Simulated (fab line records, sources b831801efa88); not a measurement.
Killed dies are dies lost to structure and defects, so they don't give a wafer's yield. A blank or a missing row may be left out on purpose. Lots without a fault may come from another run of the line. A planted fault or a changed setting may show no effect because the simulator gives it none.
fab line records | flow sky130
record lots=11 wafers=33 last_day=51
route steps=708 shown VIA1@474 VIA4@652 METAL5@664 PAD_OPEN@708
lots that met no fault: from a run of the same line without faults
start_h: hours from the record's first day to the start of the lot's first wafer shown | wait_h: hours since the lot's step before | " the same as in the row above | L1.1+2: a row that stands for several wafers | - no value, or no start given | * or withheld: withheld | < > ~ a bound
route shown NAME@n: a module of which the file shows steps, and the number in the route of the first | usual: mean/standard deviation of fault-free wafers | same: alike in all rows | chamber/n: place in a boat | sites: the reading at each site | _std_site: their standard deviation | _edge_site: outer sites' mean less inner sites' | radius_mm: how far each site lies from the wafer's centre | mask NAME#n: copy n | behind: the tool/chamber that last shaped the wafer | hold: why the lot was held/for how many hours/how that ended | device: the transistor (n, p or np) that didn't switch | end of line: the same wafers' tests at the end of the route | a step without rows: its recipe alone | killed: dies lost to structure and defects at the first sort, not the wafer's yield | map: a wafer's dies, x killed, . not, _ none there
set.NAME: the setting as run; set.NAME@STEP: as run at that earlier step | model.NAME: the simulator's own value behind a step, which no gauge read
steps of the route over a sample of lots; a table a step, a row a wafer
services: from which hour (start_h, from the record's first day; less than 0 if before it) a tool's chamber was out of use, for how many hours, and why
## steps
# step SKY_VIA1_STRIP_16
# recipe chemistry=O2/N2 power_w=1400 pressure_mtorr=1500 platen_temp_c=withheld o2_flow_sccm=3000 n2_flow_sccm=300 overash_fraction=0.5
# usual chamber_pressure_mTorr=1499.9/1.5 drypump_motor_current_A=5.70/0.26 oes_product_au=0.416/0.0041 strip_time_to_endpoint_s=4.469/0.025
# columns lot.wafer tool chamber start_h wait_h chamber_pressure_mTorr drypump_motor_current_A oes_product_au rf_hours_counter_h strip_time_to_endpoint_s
L185.3 plasma_asher-02 1 820.04 0.1 1499.2 5.61 0.420 - 4.489
L185.5 " 1 " " 1500.9 5.64 0.418 - 4.469
L185.6 " 0 " " 1500.2 6.08 0.420 - 4.485
L186.3 plasma_asher-03 0 830.25 0.1 1499.5 5.29 0.419 - 4.481
L186.4 " 1 " " 1497.7 5.61 0.414 - 4.472
L186.5 " 0 " " 1500.7 5.32 0.415 - 4.465
L187.2 plasma_asher-01 0 838.28 0.0 1499.4 6.02 0.412 9 4.479
L187.3 " 0 " " 1501.6 6.01 0.415 - 4.455
L187.6 " 0 " " 1500.1 6.00 0.415 - 4.515
L190.4 plasma_asher-02 0 858.69 0.1 1503.2 6.07 0.416 - 4.484
L190.5 " 1 " " 1499.6 5.62 0.414 - 4.476
L190.6 " 0 " " 1500.1 6.07 0.415 - 4.467
L192.3 plasma_asher-02 0 877.27 0.1 1500.5 5.99 0.409 - 4.440
L192.4 " 1 " " 1501.4 5.61 0.417 - 4.446
L192.6 " 1 " " 1499.8 5.61 0.413 - 4.451
L193.1 plasma_asher-03 1 880.50 0.0 1501.8 5.60 0.414 73 4.439
L193.2 " 0 " " 1498.1 5.31 0.410 73 4.451
L193.5 " 1 " " 1501.5 5.59 0.418 - 4.454
L194.2 plasma_asher-02 0 887.96 0.0 1500.6 6.13 0.417 107 4.486
L194.5 " 1 " " 1500.5 5.60 0.417 - 4.480
L194.6 " 0 " " 1499.4 6.04 0.422 - 4.465
L196.1 plasma_asher-03 1 902.95 0.0 1498.9 5.62 0.413 75 4.449
L196.2 " 0 " " 1499.6 5.30 0.417 75 4.481
L196.5 " 0 " " 1499.2 5.32 0.421 - 4.458
L199.2 plasma_asher-02 1 925.13 0.0 1500.1 5.60 0.420 111 4.475
L199.3 " 1 " " 1498.6 5.60 0.411 - 4.497
L199.6 " 1 " " 1499.8 5.59 0.418 - 4.488
L201.1 plasma_asher-02 1 939.15 0.0 1503.3 5.61 0.414 113 4.436
L201.2 " 0 " " 1499.5 6.13 0.419 113 4.460
L201.4 " 0 " " 1501.4 6.06 0.412 - 4.489
L206.1 plasma_asher-03 0 972.88 0.0 1501.4 5.32 0.415 82 4.502
L206.3 " 1 " " 1500.4 5.61 0.420 - 4.466
L206.5 " 1 " " 1501.5 5.58 0.421 - 4.490
# step SKY_VIA4_STRIP_13
# recipe chemistry=O2/N2 power_w=1400 pressure_mtorr=1500 platen_temp_c=withheld o2_flow_sccm=3000 n2_flow_sccm=300 overash_fraction=0.5
# usual chamber_pressure_mTorr=1499.9/1.4 drypump_motor_current_A=5.81/0.23 oes_product_au=0.710/0.0044 strip_time_to_endpoint_s=12.80/0.032
# columns lot.wafer tool chamber start_h wait_h chamber_pressure_mTorr drypump_motor_current_A oes_product_au rf_hours_counter_h strip_time_to_endpoint_s
L185.3 plasma_asher-02 1 1034.65 - 1500.8 5.62 0.701 - 12.80
L185.5 " 0 " " 1499.2 6.13 0.708 - 12.81
L185.6 " 1 " " 1502.1 5.61 0.712 - 12.77
L186.3 plasma_asher-01 1 1041.05 - 1497.5 5.80 0.711 - 12.81
L186.4 " 0 " " 1500.4 5.98 0.708 - 12.84
L186.5 " 0 " " 1499.5 5.97 0.710 - 12.78
L187.2 plasma_asher-01 0 1048.38 - 1500.8 5.99 0.712 30 12.95
L187.3 " 1 " " 1499.0 5.78 0.709 - 12.82
L187.6 " 0 " " 1499.0 6.00 0.713 - 12.83
L190.4 plasma_asher-01 1 1063.70 - 1498.2 5.82 0.709 - 12.82
L190.5 " 0 " " 1500.5 5.99 0.704 - 12.83
L190.6 " 1 " " 1498.0 5.81 0.706 - 12.78
L192.3 plasma_asher-01 1 1082.15 - 1500.5 5.80 0.702 - 12.81
L192.4 " 0 " " 1501.3 5.96 0.713 - 12.78
L192.6 " 1 " " 1500.4 5.81 0.710 - 12.82
L193.1 plasma_asher-01 0 1085.75 - 1498.7 6.01 0.702 34 12.76
L193.2 " 1 " " 1500.3 5.80 0.704 34 12.84
L193.5 " 0 " " 1498.5 5.99 0.715 - 12.81
L194.2 plasma_asher-01 1 1091.00 - 1498.6 5.81 0.715 34 12.80
L194.5 " 1 " " 1499.3 5.82 0.719 - 12.78
L194.6 " 0 " " 1500.7 5.98 0.711 - 12.77
L196.1 plasma_asher-02 1 1102.15 - 1499.2 5.59 0.707 4 12.80
L196.2 " 0 " " 1501.0 6.06 0.710 4 12.79
L196.5 " 0 " " 1499.4 6.15 0.708 - 12.80
L199.2 plasma_asher-01 0 1120.02 - 1501.4 5.98 0.707 38 12.83
L199.3 " 0 " " 1499.4 6.00 0.711 - 12.76
L199.6 " 0 " " 1501.0 6.00 0.710 - 12.76
L201.1 plasma_asher-02 0 1131.32 - 1501.0 6.06 0.713 8 12.83
L201.2 " 1 " " 1501.8 5.61 0.708 8 12.83
L201.4 " 1 " " 1500.1 5.62 0.718 - 12.82
L206.1 plasma_asher-03 1 1158.12 - 1501.0 5.60 0.706 94 12.82
L206.3 " 1 " " 1501.6 5.62 0.706 - 12.77
L206.5 " 0 " " 1501.1 5.32 0.706 - 12.79
# step SKY_VIA4_CMP_21
# recipe stop_on=SiO2 t_overpolish_s=25 down_force_psi=3.5 platen_rpm=60 target_thk_nm=0 pad_velocity_m_s=0.94248
# usual motor_current_A=10.9/0.94 overpolish_run_s=25.000/0.0085 time_to_endpoint_s=123/4.8
# same t_overpolish_s=25
# columns lot.wafer tool chamber start_h wait_h motor_current_A overpolish_run_s time_to_endpoint_s
L185.3 cmp-01 1 1035.61 0.0 10.1 24.993 122
L185.5 " 1 " " 9.3 24.998 123
L185.6 " 2 " " 13.4 25.011 127
L186.3 cmp-02 3 1042.05 0.1 10.9 25.004 128
L186.4 " 1 " " 10.5 24.986 123
L186.5 " 2 " " 10.5 25.003 123
L187.3 cmp-02 0 1049.39 0.0 11.8 24.994 131
L187.2 " 3 " " 10.7 25.005 132
L187.6 " 1 " " 10.1 24.995 130
L190.4 cmp-02 1 1065.79 1.2 10.0 24.997 121
L190.6 " 2 " " 9.6 25.000 123
L190.5 " 3 " " 10.9 24.994 126
L192.3 cmp-02 0 1083.16 0.0 12.6 25.002 121
L192.4 " 1 " " 10.9 25.002 125
L192.6 " 0 " " 12.0 25.007 128
L193.2 cmp-01 0 1086.88 0.1 9.5 24.995 120
L193.1 " 3 " " 10.1 25.012 112
L193.5 " 1 " " 10.2 24.998 119
L194.2 cmp-01 2 1092.19 0.2 12.8 24.996 118
L194.5 " 3 " " 10.1 25.019 117
L194.6 " 0 " " 10.1 25.004 114
L196.2 cmp-02 3 1103.29 0.0 10.9 25.001 126
L196.1 " 0 " " 12.2 25.013 129
L196.5 " 3 " " 10.6 25.012 126
L199.3 cmp-02 0 1121.10 0.1 12.2 24.996 122
L199.2 " 1 " " 10.4 25.000 129
L199.6 " 2 " " 10.3 25.000 123
L201.2 cmp-01 3 1132.38 0.0 10.4 25.008 127
L201.1 " 0 " " 10.8 25.004 123
L201.4 " 1 " " 10.3 25.007 120
L206.1 cmp-01 1 1159.11 0.1 10.1 25.015 120
L206.3 " 0 " " 10.4 24.995 114
L206.5 " 1 " " 10.4 24.992 119
# step SKY_METAL5_SPUTTER_03
# recipe material=Ti target_thk_nm=5 power_w=3000 time_s=3.3 chamber_pressure_pa=0.4
# usual throttle_valve_pct=29.7/1.4
# columns lot.wafer tool chamber start_h wait_h throttle_valve_pct
L185.3 pvd_sputter-03 - 1036.01 0.0 28.2
L185.5 " - " " 28.7
L185.6 " - " " 27.7
L186.3 pvd_sputter-02 - 1042.40 0.0 28.4
L186.4 " - " " 31.9
L186.5 " - " " 29.5
L187.2 pvd_sputter-02 - 1049.79 0.0 29.2
L187.3 " - " " 31.8
L187.6 " - " " 29.3
L190.4 pvd_sputter-01 - 1066.04 0.0 31.4
L190.5 " - " " 29.6
L190.6 " - " " 30.6
L192.3 pvd_sputter-02 - 1083.56 0.0 29.4
L192.4 " - " " 31.1
L192.6 " - " " 28.4
L193.1 pvd_sputter-03 - 1087.28 0.0 31.3
L193.2 " - " " 27.2
L193.5 " - " " 29.7
L194.2 pvd_sputter-03 - 1092.44 0.0 29.8
L194.5 " - " " 29.7
L194.6 " - " " 31.4
L196.1 pvd_sputter-01 - 1103.69 0.0 30.6
L196.2 " - " " 31.5
L196.5 " - " " 28.6
L199.2 pvd_sputter-02 - 1121.40 0.0 31.9
L199.3 " - " " 31.5
L199.6 " - " " 28.8
L201.1 pvd_sputter-03 - 1132.78 0.0 31.5
L201.2 " - " " 28.5
L201.4 " - " " 30.0
L206.1 pvd_sputter-03 - 1159.51 0.0 27.5
L206.3 " - " " 31.2
L206.5 " - " " 27.9
# step SKY_PAD_OPEN_PROBE_99
# usual defect_limited_yield=82.7/1.9 killed_at_M0_to_M3=43/7.3 killed_at_M4_up=3.2/1.9 killed_at_contacts=24/5.5 killed_at_front_end=15/4.7 killed_at_other=0.5/0.75 killed_dies=85/9.5 killed_open=46/7 killed_short=38/7.4 sort_bin_3_pad_short=0.9/0.43 sort_bin_5_function=10.1/1.4 sort_bin_6_memory=6.3/1 sort_bin_8_speed=0.2/0.37 sort_n_pass=406/9.4 sort_yield_pct=82.5/1.9
# same gross_dies=492 killed_at_back_side=0 sort_bin_4_leakage[%]=0
# columns lot.wafer tool chamber start_h wait_h defect_limited_yield[%] killed_at_M0_to_M3 killed_at_M4_up killed_at_contacts killed_at_front_end killed_at_other killed_dies killed_open killed_short sort_bin_3_pad_short[%] sort_bin_5_function[%] sort_bin_6_memory[%] sort_bin_8_speed[%] sort_n_pass sort_yield_pct[%]
L193.1 prober-02 - 1152.43 0.1 81.5 46 3 30 11 1 91 49 41 1.2 11.2 6.1 0 401 81.5
L193.2 prober-02 - 1152.48 0.1 81.9 45 2 27 15 0 89 46 41 0.8 9.6 7.7 0 403 81.9
L193.5 prober-02 - 1152.63 0.2 81.5 42 4 17 26 2 91 49 39 0.8 11.4 6.3 0 401 81.5
L199.2 prober-02 - 1180.82 0.1 78.9 70 3 14 17 0 104 39 22 1.6 13.4 6.1 0.6 385 78.3
L199.3 prober-02 - 1180.87 0.2 75.4 77 4 19 20 1 121 47 30 2.4 15.4 6.7 0.4 369 75.0
L199.6 prober-02 - 1181.02 0.2 73.8 85 1 29 14 0 129 45 40 2.0 17.9 6.3 0.2 362 73.6
L201.1 prober-01 - 1192.23 0.1 73.8 80 3 26 19 1 129 43 36 2.2 15.9 8.1 0 363 73.8
L201.2 prober-01 - 1192.28 0.1 80.9 47 4 28 15 0 94 53 41 0.8 12.2 6.1 0 398 80.9
L201.4 prober-01 - 1192.38 0.2 79.5 49 0 32 20 0 101 63 38 1.0 11.2 8.3 0 391 79.5
# killed by level:class
L193.1 VIA1:geometric_particle:open=13 CONTACT:geometric_particle:open=9 METAL1:geometric_particle:short=9 LI_CONTACT:geometric_particle:open=8 CONTACT:geometric_particle:short=8 VIA1:geometric_particle:short=5 VIA3:geometric_particle:open=4 METAL4:geometric_particle:short=3
L193.2 VIA1:geometric_particle:open=11 CONTACT:geometric_particle:open=7 LOCAL_INTERCONNECT:geometric_particle:short=6 METAL1:geometric_particle:short=6 VIA3:geometric_particle:open=6 CONTACT:geometric_particle:short=5 VIA2:geometric_particle:open=5 LI_CONTACT:geometric_particle:open=4
L193.5 VIA1:geometric_particle:open=17 CONTACT:geometric_particle:open=9 METAL2:geometric_particle:short=8 FIELD_ISO:geometric_particle:open=5 FIELD_ISO:geometric_particle:short=4 POLY_GATE:geometric_particle:open=4 METAL1:geometric_particle:short=4 POLY_GATE:geometric_particle:short=3
L199.2 VIA1:unspecified=43 VIA3:geometric_particle:open=10 POLY_GATE:geometric_particle:open=7 VIA1:geometric_particle:open=5 VIA2:geometric_particle:open=5 FIELD_ISO:geometric_particle:open=4 LOCAL_INTERCONNECT:geometric_particle:short=4 CONTACT:geometric_particle:open=4
L199.3 VIA1:unspecified=44 CONTACT:geometric_particle:open=10 VIA3:geometric_particle:open=8 FIELD_ISO:geometric_particle:open=6 POLY_GATE:geometric_particle:open=5 FIELD_ISO:geometric_particle:short=4 LI_CONTACT:geometric_particle:open=4 VIA1:geometric_particle:short=4
L199.6 VIA1:unspecified=43 VIA1:geometric_particle:open=9 CONTACT:geometric_particle:open=8 LI_CONTACT:geometric_particle:open=7 METAL2:geometric_particle:short=6 CONTACT:geometric_particle:short=6 VIA2:geometric_particle:open=6 FIELD_ISO:geometric_particle:short=5
L201.1 VIA1:unspecified=50 CONTACT:geometric_particle:open=11 LI_CONTACT:geometric_particle:open=7 VIA3:geometric_particle:open=7 POLY_GATE:geometric_particle:short=6 POLY_GATE:geometric_particle:open=5 FIELD_ISO:geometric_particle:short=4 VIA1:geometric_particle:short=4
L201.2 VIA1:geometric_particle:open=16 VIA1:geometric_particle:short=10 CONTACT:geometric_particle:open=10 LI_CONTACT:geometric_particle:open=7 VIA3:geometric_particle:open=6 POLY_GATE:geometric_particle:short=5 LI_CONTACT:geometric_particle:short=4 LOCAL_INTERCONNECT:geometric_particle:short=4
L201.4 VIA1:geometric_particle:open=15 CONTACT:geometric_particle:open=11 LI_CONTACT:geometric_particle:open=9 CONTACT:geometric_particle:short=6 VIA3:geometric_particle:open=6 POLY_GATE:geometric_particle:short=5 VIA2:geometric_particle:open=5 VIA2:geometric_particle:short=5
## services
# columns tool chamber start_h hours kind
plasma_asher-02 - 806.72 0.6 repair
plasma_asher-03 - 812.07 12.7 repair
cmp-02 - 820.89 0.3 repair
cmp-01 - 823.42 4.8 pm
cmp-01 - 927.16 4.0 pm
plasma_asher-03 - 939.31 2.8 pm
plasma_asher-02 - 950.56 2.8 pm
cmp-02 - 973.31 0.6 repair
cmp-02 - 976.40 17.1 pm
plasma_asher-01 - 982.63 1.5 repair
pvd_sputter-03 - 1009.19 7.6 repair
plasma_asher-02 - 1022.13 9.5 pm
plasma_asher-02 - 1037.67 7.3 repair
cmp-01 - 1050.74 1.8 repair
plasma_asher-02 - 1055.32 9.0 pm
cmp-02 - 1060.83 4.2 pm
cmp-01 - 1063.08 0.2 repair
plasma_asher-01 - 1070.97 6.3 repair
plasma_asher-03 - 1077.42 73.7 repair
cmp-02 - 1084.00 4.0 pm
cmp-02 - 1100.10 1.1 repair
pvd_sputter-03 - 1124.91 3.4 repair
cmp-02 - 1151.93 0.3 repair
cmp-02 - 1157.76 5.5 pm
## key
first_sign step=SKY_PAD_OPEN_PROBE_99 reading=killed_at_M0_to_M3 direction=up sigmas=4.9 usual=43 struck=78
effect step=SKY_PAD_OPEN_PROBE_99 reading=sort_bin_5_function direction=up sigmas=3.9 usual=10.1 struck=15.7
met_at SKY_VIA1_STRIP_16
struck_lots L199,L201
struck_wafers L199.2,L199.3,L199.6,L201.1
not_acting_at SKY_VIA4_STRIP_13,SKY_VIA4_CMP_21,SKY_METAL5_SPUTTER_03
onset_between 887.96 925.13
fault kind=chamber_particle_source tool=plasma_asher-02 chamber=1 onset_h=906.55 steps=SKY_VIA1_STRIP_16 rate_per_visit_cm2=0.60366 end_h=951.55
